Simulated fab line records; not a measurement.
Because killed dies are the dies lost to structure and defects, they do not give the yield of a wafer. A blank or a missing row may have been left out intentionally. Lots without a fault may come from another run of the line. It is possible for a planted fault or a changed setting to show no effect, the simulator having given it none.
The tool behind it: which one? || flow sky130 || Sampling: 11 lots, 33 wafers, 6 of 708 route steps

## WHAT THE GAUGES READ, wafer by wafer
SKY_LDD_LDN_OVL_MEAS_07.
{"lot": "L741", "measured": "day 23 19:15", "on": "overlay-01", "LDD_LDN_OVL (nm)": "-1.6 -0.3 -1.8"}
{"lot": "L742", "measured": "day 24 14:19", "on": "overlay-01", "LDD_LDN_OVL (nm)": "-0.8 -1.6 -1.2"}
{"lot": "L744", "measured": "day 24 15:12", "on": "overlay-02", "LDD_LDN_OVL (nm)": "-1.1 -0.8 0.0"}
{"lot": "L750", "measured": "day 26 14:03", "on": "overlay-02", "LDD_LDN_OVL (nm)": "-0.1 -1.3 -0.3"}
{"lot": "L756", "measured": "day 29 03:53", "on": "overlay-02", "LDD_LDN_OVL (nm)": "-1.2 -1.3 0.1"}
{"lot": "L755", "measured": "day 29 07:55", "on": "overlay-02", "LDD_LDN_OVL (nm)": "0.4 -0.5 0.7"}
{"lot": "L758", "measured": "day 29 12:53", "on": "overlay-02", "LDD_LDN_OVL (nm)": "-0.6 -2.7 -0.5"}
{"lot": "L757", "measured": "day 29 17:00", "on": "overlay-01", "LDD_LDN_OVL (nm)": "-0.2 0.5 -0.9"}
{"lot": "L760", "measured": "day 30 04:31", "on": "overlay-01", "LDD_LDN_OVL (nm)": "-1.4 -1.9 -2.0"}
{"lot": "L761", "measured": "day 30 19:06", "on": "overlay-02", "LDD_LDN_OVL (nm)": "-0.2 1.1 0.7"}
{"lot": "L763", "measured": "day 31 03:54", "on": "overlay-02", "LDD_LDN_OVL (nm)": "-3.1 -2.5 0.2"}

SKY_SD_P_OVL_MEAS_08.
{"lot": "L741", "measured": "day 26 08:56", "on": "overlay-01", "SD_P_OVL (nm)": "2.4 2.6 1.6"}
{"lot": "L742", "measured": "day 27 03:50", "on": "overlay-02", "SD_P_OVL (nm)": "-1.2 -0.9 -0.8"}
{"lot": "L744", "measured": "day 27 04:58", "on": "overlay-02", "SD_P_OVL (nm)": "0.0 -0.9 -0.6"}
{"lot": "L750", "measured": "day 29 01:55", "on": "overlay-01", "SD_P_OVL (nm)": "-1.9 -2.5 -3.2"}
{"lot": "L756", "measured": "day 31 14:53", "on": "overlay-01", "SD_P_OVL (nm)": "1.8 0.7 2.8"}
{"lot": "L755", "measured": "day 31 17:25", "on": "overlay-02", "SD_P_OVL (nm)": "0.7 2.0 0.4"}
{"lot": "L758", "measured": "day 31 23:47", "on": "overlay-01", "SD_P_OVL (nm)": "-0.1 -1.3 -1.1"}
{"lot": "L757", "measured": "day 32 04:14", "on": "overlay-02", "SD_P_OVL (nm)": "1.1 0.1 0.2"}
{"lot": "L760", "measured": "day 32 15:28", "on": "overlay-01", "SD_P_OVL (nm)": "1.6 2.3 1.3"}
{"lot": "L761", "measured": "day 33 06:13", "on": "overlay-02", "SD_P_OVL (nm)": "-1.0 -0.2 -0.8"}
{"lot": "L763", "measured": "day 33 14:35", "on": "overlay-02", "SD_P_OVL (nm)": "1.5 0.7 0.1"}

SKY_SD_N_RS_MEAS_17: measures by four-point-probe.
{"lot": "L741", "measured": "day 28 18:59", "on": "film_metro-04", "SD_P_RS (ohm/sq)": "148.5 148.4 148.0"}
{"lot": "L742", "measured": "day 29 13:50", "on": "film_metro-04", "SD_P_RS (ohm/sq)": "147.6 147.1 147.8"}
{"lot": "L744", "measured": "day 29 15:13", "on": "film_metro-02", "SD_P_RS (ohm/sq)": "148.1 147.9 147.9"}
{"lot": "L750", "measured": "day 31 10:41", "on": "film_metro-02", "SD_P_RS (ohm/sq)": "147.3 147.3 147.9"}
{"lot": "L756", "measured": "day 33 22:13", "on": "film_metro-04", "SD_P_RS (ohm/sq)": "144.9 145.4 144.9"}
{"lot": "L755", "measured": "day 33 23:26", "on": "film_metro-01", "SD_P_RS (ohm/sq)": "144.6 144.7 145.2"}
{"lot": "L758", "measured": "day 34 05:31", "on": "film_metro-01", "SD_P_RS (ohm/sq)": "147.7 147.5 148.1"}
{"lot": "L757", "measured": "day 34 10:43", "on": "film_metro-02", "SD_P_RS (ohm/sq)": "148.5 148.2 147.8"}
{"lot": "L760", "measured": "day 34 22:10", "on": "film_metro-01", "SD_P_RS (ohm/sq)": "147.6 147.3 147.4"}
{"lot": "L761", "measured": "day 35 11:27", "on": "film_metro-04", "SD_P_RS (ohm/sq)": "147.3 147.5 147.3"}
{"lot": "L763", "measured": "day 35 20:19", "on": "film_metro-01", "SD_P_RS (ohm/sq)": "147.9 147.5 147.7"}

## EACH LOT AND THE TOOL THAT RAN IT (in order: tool; ch and the chambers of the sampled wafers; start)
{"lot": "L741", "SKY_LDD_HVN_STRIP_09": "plasma_asher-04 ch 0,1, day 21 06:59", "SKY_SD_P_IMPLANT_09": "implanter-02 ch 0, day 26 08:59", "SKY_SD_P_STRIP_10": "plasma_asher-01 ch 0,1, day 26 09:07"}
{"lot": "L742", "SKY_LDD_HVN_STRIP_09": "plasma_asher-02 ch 1, day 22 02:39", "SKY_SD_P_IMPLANT_09": "implanter-02 ch 0, day 27 03:53", "SKY_SD_P_STRIP_10": "plasma_asher-02 ch 0,1, day 27 04:01"}
{"lot": "L744", "SKY_LDD_HVN_STRIP_09": "plasma_asher-01 ch 0,1, day 22 03:33", "SKY_SD_P_IMPLANT_09": "implanter-04 ch 0, day 27 05:00", "SKY_SD_P_STRIP_10": "plasma_asher-02 ch 0,1, day 27 05:09"}
{"lot": "L750", "SKY_LDD_HVN_STRIP_09": "plasma_asher-02 ch 0,1, day 24 03:18", "SKY_SD_P_IMPLANT_09": "implanter-02 ch 0, day 29 01:58", "SKY_SD_P_STRIP_10": "plasma_asher-04 ch 0,1, day 29 02:06"}
{"lot": "L756", "SKY_LDD_HVN_STRIP_09": "plasma_asher-02 ch 0,1, day 26 19:00", "SKY_SD_P_IMPLANT_09": "implanter-04 ch 0, day 31 14:55", "SKY_SD_P_STRIP_10": "plasma_asher-04 ch 0,1, day 31 15:04"}
{"lot": "L755", "SKY_LDD_HVN_STRIP_09": "plasma_asher-02 ch 0,1, day 26 23:59", "SKY_SD_P_IMPLANT_09": "implanter-04 ch 0, day 31 17:28", "SKY_SD_P_STRIP_10": "plasma_asher-01 ch 0,1, day 31 17:36"}
{"lot": "L758", "SKY_LDD_HVN_STRIP_09": "plasma_asher-04 ch 0,1, day 27 04:08", "SKY_SD_P_IMPLANT_09": "implanter-03 ch 0, day 31 23:49", "SKY_SD_P_STRIP_10": "plasma_asher-04 ch 0,1, day 31 23:58"}
{"lot": "L757", "SKY_LDD_HVN_STRIP_09": "plasma_asher-01 ch 0,1, day 27 08:48", "SKY_SD_P_IMPLANT_09": "implanter-03 ch 0, day 32 04:16", "SKY_SD_P_STRIP_10": "plasma_asher-01 ch 0,1, day 32 04:25"}
{"lot": "L760", "SKY_LDD_HVN_STRIP_09": "plasma_asher-04 ch 0,1, day 27 19:59", "SKY_SD_P_IMPLANT_09": "implanter-02 ch 0, day 32 15:31", "SKY_SD_P_STRIP_10": "plasma_asher-02 ch 0,1, day 32 15:39"}
{"lot": "L761", "SKY_LDD_HVN_STRIP_09": "plasma_asher-02 ch 0,1, day 28 11:22", "SKY_SD_P_IMPLANT_09": "implanter-03 ch 0, day 33 06:18", "SKY_SD_P_STRIP_10": "plasma_asher-02 ch 0,1, day 33 06:26"}
{"lot": "L763", "SKY_LDD_HVN_STRIP_09": "plasma_asher-04 ch 0,1, day 28 20:00", "SKY_SD_P_IMPLANT_09": "implanter-03 ch 0, day 33 14:37", "SKY_SD_P_STRIP_10": "plasma_asher-04 ch 0,1, day 33 14:46"}
- SKY_LDD_HVN_STRIP_09: strips in O2/N2.
- SKY_SD_P_IMPLANT_09
- SKY_SD_P_STRIP_10: strips in O2/N2.

## WHAT THE TOOLS THEMSELVES READ (means of the sampled wafers that have a number; where no wafer has one, the mark that the record gives instead)
SKY_LDD_HVN_STRIP_09.
{"lot": "L741", "tool": "plasma_asher-04", "drypump_motor_current_A (A)": 5.4, "oes_product_au (a.u.)": 0.411, "strip_time_to_endpoint_s (s)": 4.133}
{"lot": "L742", "tool": "plasma_asher-02", "drypump_motor_current_A (A)": 5.4, "oes_product_au (a.u.)": 0.410, "strip_time_to_endpoint_s (s)": 4.145}
{"lot": "L744", "tool": "plasma_asher-01", "drypump_motor_current_A (A)": 5.5, "oes_product_au (a.u.)": 0.413, "strip_time_to_endpoint_s (s)": 4.145}
{"lot": "L750", "tool": "plasma_asher-02", "drypump_motor_current_A (A)": 5.6, "oes_product_au (a.u.)": 0.410, "strip_time_to_endpoint_s (s)": 4.130}
{"lot": "L756", "tool": "plasma_asher-02", "drypump_motor_current_A (A)": 5.8, "oes_product_au (a.u.)": 0.410, "strip_time_to_endpoint_s (s)": 4.134}
{"lot": "L755", "tool": "plasma_asher-02", "drypump_motor_current_A (A)": 5.8, "oes_product_au (a.u.)": 0.410, "strip_time_to_endpoint_s (s)": 4.134}
{"lot": "L758", "tool": "plasma_asher-04", "drypump_motor_current_A (A)": 5.5, "oes_product_au (a.u.)": 0.415, "strip_time_to_endpoint_s (s)": 4.137}
{"lot": "L757", "tool": "plasma_asher-01", "drypump_motor_current_A (A)": 5.5, "oes_product_au (a.u.)": 0.409, "strip_time_to_endpoint_s (s)": 4.124}
{"lot": "L760", "tool": "plasma_asher-04", "drypump_motor_current_A (A)": 5.5, "oes_product_au (a.u.)": 0.410, "strip_time_to_endpoint_s (s)": 4.141}
{"lot": "L761", "tool": "plasma_asher-02", "drypump_motor_current_A (A)": 5.8, "oes_product_au (a.u.)": 0.413, "strip_time_to_endpoint_s (s)": 4.153}
{"lot": "L763", "tool": "plasma_asher-04", "drypump_motor_current_A (A)": 5.2, "oes_product_au (a.u.)": 0.406, "strip_time_to_endpoint_s (s)": 4.141}

SKY_SD_P_IMPLANT_09.
{"lot": "L741", "tool": "implanter-02", "beam_on_s (s)": 12.1, "dose_ions_cm2": 3e+15}
{"lot": "L742", "tool": "implanter-02", "beam_on_s (s)": 12.3, "dose_ions_cm2": 3e+15}
{"lot": "L744", "tool": "implanter-04", "beam_on_s (s)": 13.8, "dose_ions_cm2": 3e+15}
{"lot": "L750", "tool": "implanter-02", "beam_on_s (s)": 12.4, "dose_ions_cm2": 3e+15}
{"lot": "L756", "tool": "implanter-04", "beam_on_s (s)": 17.7, "dose_ions_cm2": 4e+15}
{"lot": "L755", "tool": "implanter-04", "beam_on_s (s)": 17.3, "dose_ions_cm2": 4e+15}
{"lot": "L758", "tool": "implanter-03", "beam_on_s (s)": 13.5, "dose_ions_cm2": 3e+15}
{"lot": "L757", "tool": "implanter-03", "beam_on_s (s)": 13.6, "dose_ions_cm2": 3e+15}
{"lot": "L760", "tool": "implanter-02", "beam_on_s (s)": 12.4, "dose_ions_cm2": 3e+15}
{"lot": "L761", "tool": "implanter-03", "beam_on_s (s)": 13.4, "dose_ions_cm2": 3e+15}
{"lot": "L763", "tool": "implanter-03", "beam_on_s (s)": 13.3, "dose_ions_cm2": 3e+15}

SKY_SD_P_STRIP_10.
{"lot": "L741", "tool": "plasma_asher-01", "drypump_motor_current_A (A)": 5.2, "oes_product_au (a.u.)": 0.615, "strip_time_to_endpoint_s (s)": 17.43}
{"lot": "L742", "tool": "plasma_asher-02", "drypump_motor_current_A (A)": 5.8, "oes_product_au (a.u.)": 0.620, "strip_time_to_endpoint_s (s)": 17.48}
{"lot": "L744", "tool": "plasma_asher-02", "drypump_motor_current_A (A)": 5.8, "oes_product_au (a.u.)": 0.623, "strip_time_to_endpoint_s (s)": 17.54}
{"lot": "L750", "tool": "plasma_asher-04", "drypump_motor_current_A (A)": 5.5, "oes_product_au (a.u.)": 0.618, "strip_time_to_endpoint_s (s)": 17.45}
{"lot": "L756", "tool": "plasma_asher-04", "drypump_motor_current_A (A)": 5.5, "oes_product_au (a.u.)": 0.604, "strip_time_to_endpoint_s (s)": 17.86}
{"lot": "L755", "tool": "plasma_asher-01", "drypump_motor_current_A (A)": 5.2, "oes_product_au (a.u.)": 0.607, "strip_time_to_endpoint_s (s)": 17.83}
{"lot": "L758", "tool": "plasma_asher-04", "drypump_motor_current_A (A)": 5.5, "oes_product_au (a.u.)": 0.618, "strip_time_to_endpoint_s (s)": 17.46}
{"lot": "L757", "tool": "plasma_asher-01", "drypump_motor_current_A (A)": 5.5, "oes_product_au (a.u.)": 0.613, "strip_time_to_endpoint_s (s)": 17.43}
{"lot": "L760", "tool": "plasma_asher-02", "drypump_motor_current_A (A)": 5.6, "oes_product_au (a.u.)": 0.619, "strip_time_to_endpoint_s (s)": 17.43}
{"lot": "L761", "tool": "plasma_asher-02", "drypump_motor_current_A (A)": 5.6, "oes_product_au (a.u.)": 0.619, "strip_time_to_endpoint_s (s)": 17.38}
{"lot": "L763", "tool": "plasma_asher-04", "drypump_motor_current_A (A)": 5.3, "oes_product_au (a.u.)": 0.620, "strip_time_to_endpoint_s (s)": 17.42}

## THE ANSWER, worked out from the rows above alone
Rule: what is usual is taken from the lots themselves. Put in order of their means at a reading, lots are off if they are a third of the lots or fewer, leave a main group of 4 or more, and stand apart from it by a gap of 3 or more times the standard deviation of the main group's means; of several such gaps the widest counts. A main group is skipped when, at the precision printed for the reading in the tables above, its means are all equal. A lot without any number at a reading at which 4 lots or more have one is off too. Where the step has rows for the other lots, those lots are counted as sound. The gauges are gone through in route order, then the tools' own readings, and for those a lot's mean is taken as printed above. The first step at which some lot is off is used, and at that step the reading that is off furthest; a lot without a number counts as furthest.
Off: L756, L755, at SKY_SD_N_RS_MEAS_17 (SD_P_RS). For the main group the mean is 147.7 ohm/sq and the standard deviation 0.32.
A tool fits if, at a process step before that reading, it ran every lot that is off, and no sound lot after the first of them. The gauges at SKY_SD_N_RS_MEAS_17 aren't tried: what is off there is off at SKY_SD_P_IMPLANT_09 too, on other tools, and a gauge's error can't cause that. One fits: implanter-04 at SKY_SD_P_IMPLANT_09. Its last sound lot is L744 (day 27 05:00), its first lot that is off L756 (day 31 14:55): a fault that began between those two fits.
The tool's own readings at SKY_SD_P_IMPLANT_09 bear it out: on the lots that are off they differ by more than 5 times the standard deviation of the sound lots' means. beam_on_s reads 17.5 s there against 13.0 s on the sound lots; dose_ions_cm2 reads 4e+15 there against 3e+15 on the sound lots.

## WHAT THE SIMULATOR HAD PUT IN
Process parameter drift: implanter-04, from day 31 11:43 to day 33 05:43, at SKY_SD_P_IMPLANT_09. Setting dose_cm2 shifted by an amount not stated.
Struck lots among those shown: L756, L755. The same result came from the rule above.
